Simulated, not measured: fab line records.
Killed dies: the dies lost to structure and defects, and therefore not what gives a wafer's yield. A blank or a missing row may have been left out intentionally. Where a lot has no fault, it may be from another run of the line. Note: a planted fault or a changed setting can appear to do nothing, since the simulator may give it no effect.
Which tool is to blame? / flow gf180mcu / route of 602 steps, sampled at 1 step: 6 lots, 18 wafers

== WHAT THE GAUGES SHOWED, per wafer ==
GF_V2_THK_MEAS_01.
lot=L548; measured=day 20 09:05; on=film-metro-04; V2_CVD_00_THK (nm)=595 614 608
lot=L551; measured=day 21 12:41; on=film-metro-03; V2_CVD_00_THK (nm)=594 599 606
lot=L554; measured=day 22 11:17; on=film-metro-02; V2_CVD_00_THK (nm)=604 599 602
lot=L557; measured=day 23 14:49; on=film-metro-02; V2_CVD_00_THK (nm)=608 603 604
lot=L560; measured=day 24 14:39; on=film-metro-03; V2_CVD_00_THK (nm)=610 602 617
lot=L562; measured=day 25 04:04; on=film-metro-02; V2_CVD_00_THK (nm)=595 608 608

== WHAT TOOL EACH LOT RAN ON (gives the tool, then ch and the chambers of the sampled wafers, and finally the start) ==
Record: no process step prior to these readings.

== THE ANSWER, worked out from the rows above alone ==
Rule: the lots themselves supply what counts as usual. Put in order of their means at a reading, lots are off if they are a third of the lots or fewer, leave a main group of 4 or more, and stand apart from it by a gap of 3 or more times the standard deviation of the main group's means; of several such gaps the widest counts. Not used: any main group whose means are identical at the precision the tables above print for the reading. A lot without any number at a reading at which 4 lots or more have one is off too. All remaining lots with rows at the step are treated as sound.
Across all readings shown, no lot is off: no conclusion can be drawn from this.

== WHAT THE SIMULATOR PUT IN ==
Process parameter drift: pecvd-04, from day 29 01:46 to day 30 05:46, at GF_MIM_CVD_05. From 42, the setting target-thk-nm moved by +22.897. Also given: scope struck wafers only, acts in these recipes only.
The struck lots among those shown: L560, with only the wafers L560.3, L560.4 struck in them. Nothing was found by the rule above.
